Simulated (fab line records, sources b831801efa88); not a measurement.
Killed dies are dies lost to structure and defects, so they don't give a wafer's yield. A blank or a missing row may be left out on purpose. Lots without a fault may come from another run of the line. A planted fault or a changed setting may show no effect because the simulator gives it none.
Problem report in the 8D (eight disciplines) form, filled by code | flow sky130 | the parts of the form that need people (team, actions taken, sign-off) are left out

1. THE PROBLEM
run_length_s at SKY_FIELD_ISO_WET_ETCH_18 reads a mean of 524 s on 3 wafers of 1 lot; wafers without a fault read 314 s with a standard deviation of 3.3. That is +64 standard deviations from the usual mean.
The step: etches Si3N4 in H3PO4, target depth 25 nm, time 286 s.
First seen on wafer L517.1, day 6 21:43, on wet_bench-01. The record holds 15 wafers of 5 lots with a number at this step. Rule for "out", or "out of limits": more than 4 standard deviations from the usual mean. The other wafers with a number count as sound.

2. WHAT IT IS AND WHAT IT IS NOT
question                    | is                     | is not
which readings at this step | run_length_s           | -
which lots                  | L517                   | L496, L504, L513, L519
which wafers of those lots  | all that have a number | -
read on which tools         | wet_bench-01           | wet_bench-04
when                        | from day 6 21:43       | up to then (9 sound wafers); but 3 sound wafers of L519 came after

3. SUSPECTS, AND WHAT RULES EACH OUT
Counting: a tool at a process step up to the reading stays a suspect if it ran every lot that is out and no sound lot after the first of them.
- rie_diel-03 at SKY_FIELD_ISO_ETCH_14 (etches BARC in N2/H2, stops on SiO2, time 45.9 s, target depth 60 nm): kept. It ran the lot that is out, L517 (day 6 21:27), and no sound lot after that; its last sound lot up to then is L513 (day 5 20:34).
- rie_diel-03 at SKY_FIELD_ISO_ETCH_15 (etches the open film in CHF3/O2, stops on Si, target depth 180 nm, time 72 s): kept. It ran the lot that is out, L517 (day 6 21:29), and no sound lot after that; its last sound lot up to then is L513 (day 5 20:37).
- plasma_asher-02 at SKY_FIELD_ISO_STRIP_16 (strips in O2/N2): kept. It ran the lot that is out, L517 (day 6 21:33), and no sound lot after that.
- rie_si-01 at SKY_FIELD_ISO_ETCH_17 (etches Si in HBr/Cl2/O2, target depth 342 nm, time 97.7 s): ruled out as a lasting fault. Sound lots L519 ran on it after its first lot that is out, L517 (day 6 21:39).
- wet_bench-01 at SKY_FIELD_ISO_WET_ETCH_18 (etches Si3N4 in H3PO4, target depth 25 nm, time 286 s): kept. It ran the lot that is out, L517 (day 6 21:43), and no sound lot after that; its last sound lot up to then is L496 (day 2 04:17). Its own readings are out on those wafers: run_length_s.
Left after counting: rie_diel-03 at SKY_FIELD_ISO_ETCH_14, rie_diel-03 at SKY_FIELD_ISO_ETCH_15, plasma_asher-02 at SKY_FIELD_ISO_STRIP_16, wet_bench-01 at SKY_FIELD_ISO_WET_ETCH_18.

4. THE CAUSE (what the simulator had put in)
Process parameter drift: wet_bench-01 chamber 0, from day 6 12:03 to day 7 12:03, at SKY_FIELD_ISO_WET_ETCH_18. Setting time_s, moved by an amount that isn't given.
Counting left 4 suspects, and this tool is among them.

5. THE CHAIN OF EFFECTS, in route order
Each row: a reading whose mean over the struck wafers that have a number lies more than 3 standard deviations from the usual. Only readings for which the record gives a usual standard deviation are gone through. hours: the time from each lot's start at the first step in this table that gives one to its start at this step, as a median over the lots. sigmas: the change in usual standard deviations.
hours | step                      | reading      | usual | on struck wafers | change | sigmas
0     | SKY_FIELD_ISO_WET_ETCH_18 | run_length_s | 314 s | 524              | +210   | +64
The process steps in it:
- SKY_FIELD_ISO_WET_ETCH_18: etches Si3N4 in H3PO4, target depth 25 nm, time 286 s.
Later measuring or inspecting steps at which every struck wafer that the step has a row for has a number for every such reading, and none has moved that far: SKY_FIELD_ISO_THK_MEAS_23, SKY_FIELD_ISO_THK_MEAS_25.

6. WHAT WOULD HAVE CAUGHT IT SOONER
In this record the first reading out of limits was taken at day 6 21:43, 10 hours after the fault began at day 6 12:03.
